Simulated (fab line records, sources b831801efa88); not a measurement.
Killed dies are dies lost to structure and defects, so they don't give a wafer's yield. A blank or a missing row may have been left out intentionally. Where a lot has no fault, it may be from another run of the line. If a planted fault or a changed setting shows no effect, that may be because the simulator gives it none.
fab line records    flow sky130
[record] lots = 6  wafers = 18  lastDay = 51
route steps=708 shown LDD_HVN@274 LDD_HVP@278 LDD_LDN@289 PAD_OPEN@708
lots untouched by any fault: they come from a run of this same line in which no faults occurred
startH: the number of hours between the record's first day and the start of the first shown wafer of the lot    waitH: hours since the lot's step before    " same as the row above    L1.1+2: one row covering several wafers at once    - no value, or no start given    * or withheld: withheld    < > ~ a bound
route shown NAME@n: a module of which the file shows steps, and the number in the route of the first    usual: average and standard deviation across the fault-free wafers    same: alike in all rows    chamber/n: place in a boat    sites: readings site by site    _std_site: standard deviation across them    _edge_site: inner sites' mean taken away from outer sites' mean    radiusMm: how far each site lies from the wafer's centre    mask NAME#n: copy n    behind: the most recent tool/chamber to have shaped the wafer    hold: why the lot went on hold/how many hours it stayed there/how the hold came to an end    device: the n, p or np transistor that did not switch    end of line: tests run on the same wafers once the route is complete    a step with no rows: only its recipe    killed: count of dies lost to structure and defects at first sort (not the wafer's yield)    map: dies across one wafer; x = killed, . = not, _ = none there
set.NAME: the setting the step ran with; set.NAME@STEP: the setting that earlier step ran with    model.NAME: the simulator's own value behind a step, which no gauge read
lots seen at some steps along the route; tables by step, rows by wafer
services: when a tool's chamber went out of use (startH, in hours from the record's first day, below 0 if earlier), for how many hours, and the reason
[[steps]]
[step SKY_LDD_HVN_OVL_MEAS_07]
[usual] LDD_HVN_OVL = 0.3/1.1
lot.wafer  tool        chamber  startH  waitH  LDD_HVN_OVL[nm]
L989.2     overlay-01  -        553.05  0.1    2.2
L989.3     "           -        "       "      2.8
L989.4     "           -        "       "      1.4
L991.1     overlay-01  -        577.14  0.1    0.7
L991.2     "           -        "       "      -0.7
L991.3     "           -        "       "      -1.7
L995.3     overlay-01  -        609.17  0.1    -1.4
L995.5     "           -        "       "      -0.8
L995.6     "           -        "       "      1.0
L100.1     overlay-01  -        647.69  0.1    -0.3
L100.4     "           -        "       "      1.3
L100.5     "           -        "       "      0.0
L102.1     overlay-02  -        662.54  0.1    0.2
L102.2     "           -        "       "      0.6
L102.3     "           -        "       "      1.0
L103.2     overlay-02  -        670.37  0.1    2.3
L103.4     "           -        "       "      -2.0
L103.6     "           -        "       "      0.6
[step SKY_LDD_HVN_IMPLANT_08]
[recipe] species = P  energyKev = 60  doseCm2 = 3e+13  tiltDeg = 40
[step SKY_LDD_HVN_STRIP_09]
[recipe] chemistry = O2/N2  powerW = 1400  pressureMtorr = 1500  platenTempC = withheld  o2FlowSccm = 3000  n2FlowSccm = 300  overashFraction = 0.5
[usual] drypumpMotorCurrentA = 5.8/0.41  oesProductAu = 0.408/0.0047  stripTimeToEndpointS = 4.136/0.017
lot.wafer  tool            chamber  startH  waitH  drypumpMotorCurrentA  oesProductAu  rfHoursCounterH  stripTimeToEndpointS
L989.2     plasmaAsher-01  0        553.23  0.1    6.0                   0.410         91               4.169
L989.3     "               0        "       "      6.0                   0.406         -                4.143
L989.4     "               1        "       "      5.1                   0.410         -                4.166
L991.1     plasmaAsher-01  1        577.33  0.1    5.1                   0.418         94               4.153
L991.2     "               0        "       "      6.0                   0.410         94               4.151
L991.3     "               0        "       "      6.0                   0.402         -                4.135
L995.3     plasmaAsher-02  0        609.37  0.1    6.0                   0.404         -                4.138
L995.5     "               1        "       "      6.1                   0.408         -                4.139
L995.6     "               0        "       "      6.0                   0.406         -                4.145
L100.1     plasmaAsher-02  1        647.88  0.1    6.1                   0.402         53               4.137
L100.4     "               0        "       "      6.0                   0.407         -                4.138
L100.5     "               1        "       "      6.1                   0.404         -                4.148
L102.1     plasmaAsher-01  0        662.80  0.1    6.0                   0.411         102              4.132
L102.2     "               1        "       "      5.1                   0.406         102              4.144
L102.3     "               0        "       "      6.0                   0.408         -                4.133
L103.2     plasmaAsher-04  0        670.55  0.1    5.2                   0.402         76               4.157
L103.4     "               1        "       "      6.1                   0.407         -                4.170
L103.6     "               1        "       "      6.1                   0.416         -                4.152
[step SKY_LDD_HVN_TW_MEAS_10]
[usual] LDD_HVN_TW = 1447/5.6
lot.wafer  tool          chamber  startH  waitH  LDD_HVN_TW
L989.2     filmMetro-01  -        553.34  0.1    1444
L989.3     "             -        "       "      1445
L989.4     "             -        "       "      1446
L991.1     filmMetro-02  -        577.43  0.1    1446
L991.2     "             -        "       "      1446
L991.3     "             -        "       "      1447
L995.3     filmMetro-02  -        609.46  0.1    1456
L995.5     "             -        "       "      1452
L995.6     "             -        "       "      1463
L100.1     filmMetro-01  -        647.98  0.1    1454
L100.4     "             -        "       "      1447
L100.5     "             -        "       "      1442
L102.1     filmMetro-02  -        662.90  0.1    1449
L102.2     "             -        "       "      1443
L102.3     "             -        "       "      1449
L103.2     filmMetro-03  -        670.66  0.1    1444
L103.4     "             -        "       "      1433
L103.6     "             -        "       "      1438
[step SKY_LDD_HVP_DEHYDRATE_00]
[recipe] tempC = 200  timeS = 60
[step SKY_LDD_HVP_HMDS_01]
[recipe] primeTimeS = 60  primeTempC = 120
[step SKY_LDD_HVP_COAT_02]
[recipe] resist = NOVOLAK  spinRpm = 3000  resistThkNm = 300
[step SKY_LDD_HVP_SOFTBAKE_03]
[recipe] tempC = 90  timeS = 60  resist = NOVOLAK
[step SKY_LDD_HVP_EXPOSE_04]
[recipe] maskId = HVPTM  na = 0.6  sourceShape = conventional  sigmaOuter = 0.6  polarization = unpolarized  targetCdNm = 700  doseMj = 86
[step SKY_LDD_HVP_PEB_05]
[recipe] tempC = withheld  timeS = *  resist = NOVOLAK
[step SKY_LDD_HVP_DEVELOP_06]
[recipe] resist = NOVOLAK  developer = TMAH  developTimeS = 60  devTempC = 23
[step SKY_LDD_HVP_OVL_MEAS_07]
[usual] LDD_HVP_OVL = 0.7/1.3
lot.wafer  tool        chamber  startH  waitH  LDD_HVP_OVL[nm]
L989.2     overlay-02  -        583.67  0.1    0.0
L989.3     "           -        "       "      -0.3
L989.4     "           -        "       "      0.9
L991.1     overlay-01  -        606.72  0.1    0.9
L991.2     "           -        "       "      -0.3
L991.3     "           -        "       "      0.2
L995.3     overlay-01  -        639.45  0.1    0.1
L995.5     "           -        "       "      1.3
L995.6     "           -        "       "      -0.5
L100.1     overlay-02  -        676.59  0.1    -0.2
L100.4     "           -        "       "      2.2
L100.5     "           -        "       "      0.8
L102.1     overlay-02  -        691.75  0.1    -0.9
L102.2     "           -        "       "      1.3
L102.3     "           -        "       "      1.3
L103.2     overlay-01  -        699.45  0.1    -0.1
L103.4     "           -        "       "      2.4
L103.6     "           -        "       "      2.5
[step SKY_LDD_HVP_IMPLANT_08]
[recipe] species = B  energyKev = 20  doseCm2 = 1.7e+13  tiltDeg = 17.9
[usual] beamOnS = 9.96/0.21  doseIonsCm2 = 1.7005e+13/2e+10  faradayCurrentUA = 96.2/2
lot.wafer  tool          chamber  startH  waitH  beamOnS  doseIonsCm2  faradayCurrentUA
L989.2     implanter-03  0        583.73  0.0    10.11    1.705e+13    95.2
L989.3     "             0        "       "      10.09    1.6998e+13   95.3
L989.4     "             0        "       "      9.83     1.7027e+13   97.9
L991.1     implanter-02  0        606.75  0.0    9.96     1.7004e+13   95.5
L991.2     "             0        "       "      10.06    1.6991e+13   95.3
L991.3     "             0        "       "      9.84     1.6982e+13   97.1
L995.3     implanter-04  0        639.53  0.1    10.10    1.7023e+13   95.0
L995.5     "             0        "       "      9.87     1.7018e+13   96.7
L995.6     "             0        "       "      9.81     1.7015e+13   97.6
L100.1     implanter-03  0        676.63  0.0    10.33    8.0633e+13   440.7
L100.4     "             0        "       "      9.74     8.0648e+13   465.7
L100.5     "             0        "       "      9.77     8.064e+13    465.7
L102.1     implanter-03  0        691.79  0.0    9.93     8.0648e+13   459.5
L102.2     "             0        "       "      10.32    8.0645e+13   441.9
L102.3     "             0        "       "      9.87     8.0632e+13   460.1
L103.2     implanter-04  0        699.50  0.0    9.91     1.7008e+13   96.8
L103.4     "             0        "       "      10.23    1.699e+13    94.1
L103.6     "             0        "       "      9.81     1.7011e+13   97.6
[step SKY_LDD_HVP_STRIP_09]
[recipe] chemistry = O2/N2  powerW = 1400  pressureMtorr = 1500  platenTempC = withheld  o2FlowSccm = 3000  n2FlowSccm = 300  overashFraction = 0.5
[usual] drypumpMotorCurrentA = 5.5/0.38  oesProductAu = 0.408/0.0047  stripTimeToEndpointS = 4.133/0.013
lot.wafer  tool            chamber  startH  waitH  drypumpMotorCurrentA  oesProductAu  rfHoursCounterH  stripTimeToEndpointS
L989.2     plasmaAsher-03  0        583.85  0.1    5.4                   0.407         18               4.127
L989.3     "               0        "       "      5.4                   0.400         -                4.132
L989.4     "               1        "       "      5.2                   0.406         -                4.112
L991.1     plasmaAsher-03  1        606.90  0.1    5.2                   0.400         21               4.117
L991.2     "               0        "       "      5.5                   0.402         21               4.121
L991.3     "               1        "       "      5.2                   0.405         -                4.121
L995.3     plasmaAsher-01  0        639.66  0.1    6.0                   0.412         -                4.138
L995.5     "               1        "       "      5.2                   0.404         -                4.152
L995.6     "               0        "       "      6.0                   0.408         -                4.147
L100.1     plasmaAsher-04  1        676.78  0.1    6.1                   0.406         76               4.131
L100.4     "               1        "       "      6.1                   0.408         -                4.123
L100.5     "               0        "       "      5.2                   0.408         -                4.126
L102.1     plasmaAsher-04  0        691.94  0.1    5.2                   0.411         78               4.124
L102.2     "               1        "       "      6.1                   0.408         78               4.106
L102.3     "               0        "       "      5.3                   0.416         -                4.122
L103.2     plasmaAsher-04  1        699.63  0.1    6.1                   0.412         78               4.126
L103.4     "               1        "       "      6.1                   0.411         -                4.139
L103.6     "               1        "       "      6.1                   0.409         -                4.126
[step SKY_LDD_HVP_TW_MEAS_10]
[usual] LDD_HVP_TW = 457.3/2.7
lot.wafer  tool          chamber  startH  waitH  LDD_HVP_TW
L989.2     filmMetro-03  -        583.96  0.1    461.2
L989.3     "             -        "       "      461.7
L989.4     "             -        "       "      462.8
L991.1     filmMetro-03  -        607.00  0.1    456.7
L991.2     "             -        "       "      457.6
L991.3     "             -        "       "      455.4
L995.3     filmMetro-04  -        639.75  0.1    451.5
L995.5     "             -        "       "      453.6
L995.6     "             -        "       "      452.7
L100.1     filmMetro-04  -        676.88  0.1    739.7
L100.4     "             -        "       "      743.8
L100.5     "             -        "       "      740.5
L102.1     filmMetro-03  -        692.04  0.1    750.5
L102.2     "             -        "       "      745.0
L102.3     "             -        "       "      748.1
L103.2     filmMetro-03  -        699.74  0.1    456.4
L103.4     "             -        "       "      459.7
L103.6     "             -        "       "      460.5
[step SKY_LDD_LDN_DEHYDRATE_00]
[recipe] tempC = 200  timeS = 60
[step SKY_PAD_OPEN_PROBE_99]
[usual] killed_at_M0_to_M3 = 43/6.9  killed_at_M4_up = 3.2/1.6  killedAtContacts = 25/5.1  killedAtFrontEnd = 16/4.5  killedAtOther = 0.3/0.68  killedDies = 87/8.9  killedOpen = 48/6.9  killedShort = 39/6.3
[same] grossDies = 492  killedAtBackSide = 0
lot.wafer  tool       chamber  startH   waitH  killed_at_M0_to_M3  killed_at_M4_up  killedAtContacts  killedAtFrontEnd  killedAtOther  killedDies  killedOpen  killedShort  model.etest.tip_p_5v.rsOhmSq  model.etest.pfetG5v0d10v5.rOnOhmUm  model.etest.pfetG5v0d10v5.driveUaUm  model.etest.tip_p_5v.rsOhmSqRange  model.etest.resPdiffHv.rsOhmSq  model.etest.pfetG5v0d10v5.offLog10AUm  model.etest.ring_5v.delayPs  model.etest.diodePdiffNwellHv.leakLog10ACm2
L989.2     prober-01  -        1148.69  0.1    49                  1                25                18                0              93          51          42           2876                          4839                                334.2                                89.68                              190                             -12.58                                 45.43                        -6.712
L989.3     prober-01  -        1148.74  0.2    47                  4                29                10                1              91          50          40           2883                          4869                                334.3                                57.56                              189.9                           -12.59                                 45.38                        -6.753
L989.4     prober-01  -        1148.79  0.2    44                  5                29                19                0              97          64          33           2883                          4797                                339.4                                98.44                              189.6                           -12.46                                 45.15                        -6.668
L991.1     prober-01  -        1164.83  0.1    35                  2                20                12                0              69          34          35           2906                          4749                                343.1                                58.16                              188.4                           -12.94                                 45.2                         -6.751
L991.2     prober-01  -        1164.88  0.1    32                  3                27                11                0              73          43          30           2891                          4783                                340.9                                96.36                              188.5                           -12.97                                 44.87                        -6.46
L991.3     prober-01  -        1164.93  0.2    36                  4                21                8                 0              69          37          32           2911                          4767                                339.8                                89.37                              188.3                           -12.79                                 45.01                        -6.682
L995.3     prober-01  -        1184.83  0.2    46                  1                29                15                0              91          48          43           2850                          4757                                342.9                                132                                191.8                           -12.58                                 44.5                         -6.447
L995.5     prober-01  -        1184.93  0.2    41                  2                29                17                0              89          54          35           2829                          4645                                352.8                                97.27                              192.3                           -12.46                                 44.02                        -6.485
L995.6     prober-01  -        1184.98  0.2    42                  1                23                18                0              84          53          31           2868                          4678                                348.8                                39.65                              194                             -12.3                                  44.3                         -6.67
L100.1     prober-01  -        1204.49  0.1    40                  0                32                16                0              88          46          42           957                           4200                                386.9                                14.21                              178.7                           -10.24                                 43.47                        -6.064
L100.4     prober-01  -        1204.64  0.2    47                  3                25                24                0              99          53          46           958.2                         4202                                383.1                                29.74                              178.6                           -10.48                                 43.73                        -5.932
L100.5     prober-01  -        1204.69  0.2    35                  1                28                17                0              81          39          42           963                           4191                                383.8                                35.99                              178.6                           -10.48                                 43.48                        -6.243
L102.1     prober-02  -        1213.03  0.1    45                  6                19                17                1              88          53          35           943.9                         4031                                409.1                                19.33                              176.5                           -9.148                                 42.61                        -6.484
L102.2     prober-02  -        1213.08  0.1    48                  1                29                17                0              95          44          51           937.2                         4023                                410.4                                28.04                              176.9                           -9.365                                 42.28                        -6.29
L102.3     prober-02  -        1213.13  0.2    31                  1                19                14                0              65          34          31           938.1                         4064                                412.5                                18.06                              176.4                           -9.14                                  42.27                        -6.169
L103.2     prober-01  -        1220.77  0.1    48                  0                26                11                0              85          56          28           2839                          4728                                343.1                                70.32                              192.8                           -12.22                                 44.48                        -6.472
L103.4     prober-01  -        1220.87  0.2    46                  2                26                14                0              88          42          45           2817                          4754                                340.9                                95.56                              191.3                           -12.28                                 44.54                        -7.003
L103.6     prober-01  -        1220.97  0.2    46                  2                24                20                0              92          54          38           2807                          4715                                342.6                                61.6                               189.6                           -12.58                                 44.44                        -6.53
// killed by level:class
L989.2 VIA1:geometricParticle:open=15 LOCAL_INTERCONNECT:geometricParticle:short=8 VIA2:geometricParticle:open=7 POLY_GATE:geometricParticle:open=6 LI_CONTACT:geometricParticle:open=6 VIA2:geometricParticle:short=6 VIA3:geometricParticle:open=6 CONTACT:geometricParticle:short=5
L989.3 VIA1:geometricParticle:open=10 CONTACT:geometricParticle:open=9 LI_CONTACT:geometricParticle:open=7 LI_CONTACT:geometricParticle:short=6 VIA2:geometricParticle:open=6 LOCAL_INTERCONNECT:geometricParticle:short=5 VIA3:geometricParticle:open=5 METAL1:geometricParticle:open=5
L989.4 VIA1:geometricParticle:open=12 CONTACT:geometricParticle:open=11 VIA3:geometricParticle:open=9 LI_CONTACT:geometricParticle:open=6 POLY_GATE:geometricParticle:open=5 POLY_GATE:geometricParticle:short=5 VIA2:geometricParticle:open=5 CONTACT:geometricParticle:short=5
L991.1 VIA1:geometricParticle:open=9 CONTACT:geometricParticle:open=5 METAL2:geometricParticle:short=5 POLY_GATE:geometricParticle:short=4 LI_CONTACT:geometricParticle:short=4 LI_CONTACT:geometricParticle:open=4 CONTACT:geometricParticle:short=4 METAL1:geometricParticle:short=4
L991.2 LI_CONTACT:geometricParticle:open=10 VIA2:geometricParticle:open=10 CONTACT:geometricParticle:open=8 METAL2:geometricParticle:short=6 POLY_GATE:geometricParticle:open=5 LOCAL_INTERCONNECT:geometricParticle:short=4 METAL1:geometricParticle:short=4 VIA3:geometricParticle:open=4
L991.3 VIA2:geometricParticle:open=9 VIA3:geometricParticle:open=9 LI_CONTACT:geometricParticle:short=8 LI_CONTACT:geometricParticle:open=7 METAL4:geometricParticle:short=4 CONTACT:geometricParticle:open=3 METAL1:geometricParticle:short=3 VIA1:geometricParticle:short=3
L995.3 VIA1:geometricParticle:open=10 LI_CONTACT:geometricParticle:open=9 CONTACT:geometricParticle:open=8 VIA2:geometricParticle:short=8 CONTACT:geometricParticle:short=7 VIA2:geometricParticle:open=7 METAL2:geometricParticle:short=6 POLY_GATE:geometricParticle:short=4
L995.5 CONTACT:geometricParticle:open=11 LI_CONTACT:geometricParticle:open=10 VIA1:geometricParticle:open=9 VIA2:geometricParticle:open=7 VIA3:geometricParticle:open=7 VIA1:geometricParticle:short=6 FIELD_ISO:geometricParticle:short=5 CONTACT:geometricParticle:short=5
L995.6 VIA1:geometricParticle:open=11 CONTACT:geometricParticle:open=9 VIA2:geometricParticle:open=7 VIA3:geometricParticle:open=6 METAL1:geometricParticle:short=6 POLY_GATE:geometricParticle:open=5 LI_CONTACT:geometricParticle:open=5 LOCAL_INTERCONNECT:geometricParticle:short=5
L100.1 CONTACT:geometricParticle:open=12 LI_CONTACT:geometricParticle:open=8 METAL1:geometricParticle:short=8 VIA2:geometricParticle:open=7 CONTACT:geometricParticle:short=6 VIA1:geometricParticle:open=6 VIA1:geometricParticle:short=6 FIELD_ISO:geometricParticle:short=4
L100.4 CONTACT:geometricParticle:open=12 FIELD_ISO:geometricParticle:short=10 METAL1:geometricParticle:short=9 FIELD_ISO:geometricParticle:open=8 LI_CONTACT:geometricParticle:open=8 VIA3:geometricParticle:open=7 VIA2:geometricParticle:open=7 VIA1:geometricParticle:short=6
L100.5 CONTACT:geometricParticle:open=13 VIA1:geometricParticle:open=8 FIELD_ISO:geometricParticle:short=7 LOCAL_INTERCONNECT:geometricParticle:short=5 VIA1:geometricParticle:short=5 VIA3:geometricParticle:open=5 LI_CONTACT:geometricParticle:open=4 CONTACT:geometricParticle:short=4
L102.1 CONTACT:geometricParticle:open=11 VIA3:geometricParticle:open=10 VIA1:geometricParticle:open=9 FIELD_ISO:geometricParticle:open=5 METAL2:geometricParticle:short=5 FIELD_ISO:geometricParticle:short=4 LI_CONTACT:geometricParticle:open=4 VIA3:geometricParticle:short=4
L102.2 VIA1:geometricParticle:short=11 CONTACT:geometricParticle:open=10 VIA1:geometricParticle:open=8 LI_CONTACT:geometricParticle:open=7 METAL1:geometricParticle:short=7 LOCAL_INTERCONNECT:geometricParticle:short=6 FIELD_ISO:geometricParticle:short=5 POLY_GATE:geometricParticle:short=5
L102.3 LOCAL_INTERCONNECT:geometricParticle:short=6 VIA2:geometricParticle:open=6 FIELD_ISO:geometricParticle:open=5 LI_CONTACT:geometricParticle:open=5 VIA3:geometricParticle:open=5 CONTACT:geometricParticle:open=5 METAL2:geometricParticle:short=5 SONOS_ONO:geometricParticle:short=3
L103.2 LI_CONTACT:geometricParticle:open=12 VIA1:geometricParticle:open=12 VIA3:geometricParticle:open=9 VIA2:geometricParticle:open=7 CONTACT:geometricParticle:open=7 METAL2:geometricParticle:short=6 POLY_GATE:geometricParticle:short=4 VIA1:geometricParticle:short=4
L103.4 VIA3:geometricParticle:open=8 CONTACT:geometricParticle:open=8 VIA1:geometricParticle:short=8 VIA2:geometricParticle:open=7 VIA1:geometricParticle:open=7 CONTACT:geometricParticle:short=6 LI_CONTACT:geometricParticle:open=6 METAL2:geometricParticle:short=5
L103.6 VIA2:geometricParticle:open=9 CONTACT:geometricParticle:open=9 VIA1:geometricParticle:open=9 METAL2:geometricParticle:short=9 VIA3:geometricParticle:open=9 FIELD_ISO:geometricParticle:open=6 CONTACT:geometricParticle:short=6 LOCAL_INTERCONNECT:geometricParticle:short=5
[[services]]
tool            chamber  startH  hours  kind
implanter-04    -        544.30  3.9    repair
implanter-03    -        547.97  2.3    repair
plasmaAsher-04  -        574.59  8.9    repair
plasmaAsher-01  -        595.06  5.6    repair
plasmaAsher-04  -        605.76  4.4    repair
implanter-02    -        632.69  0.6    repair
implanter-04    -        634.69  1.5    repair
plasmaAsher-01  -        640.30  2.8    pm
implanter-04    -        646.32  3.9    repair
plasmaAsher-01  -        653.89  1.8    repair
implanter-04    -        654.86  1.9    repair
implanter-04    -        692.36  3.3    repair
[[key]]
[firstSign] step = SKY_LDD_HVP_IMPLANT_08  reading = doseIonsCm2  direction = up  sigmas = 99+  usual = *  struck = *
[effect] step = SKY_LDD_HVP_IMPLANT_08  reading = faradayCurrentUA  direction = up  sigmas = 99+  usual = 96.2  struck = 455.6
[effect] step = SKY_LDD_HVP_TW_MEAS_10  reading = LDD_HVP_TW  direction = up  sigmas = 99+  usual = 457.3  struck = 744.6
[modelEffect] step = SKY_PAD_OPEN_PROBE_99  value = etest.tip_p_5v.rsOhmSq  without = 2867  struck = 949.6
metAt SKY_LDD_HVP_IMPLANT_08
struckWafers L100.1,L100.4,L100.5,L102.1,L102.2,L102.3
testerLeftOut L100,L102
onsetBetween 583.73 676.63
[fault] kind = processParameterDrift  tool = implanter-03  chamber = -  onsetH = 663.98  steps = SKY_LDD_HVP_IMPLANT_08  channel = doseCm2  offset = *  shape = step  endH = 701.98  actsIn = *  stated = *
// testerLeftOut: of these lots the tester's yield and bins aren't shown, on N5 and GAA mostly nor the transistor test; their killed dies are dies lost to structure and defects alone, not to doping, threshold or leakage, so they don't give the yield
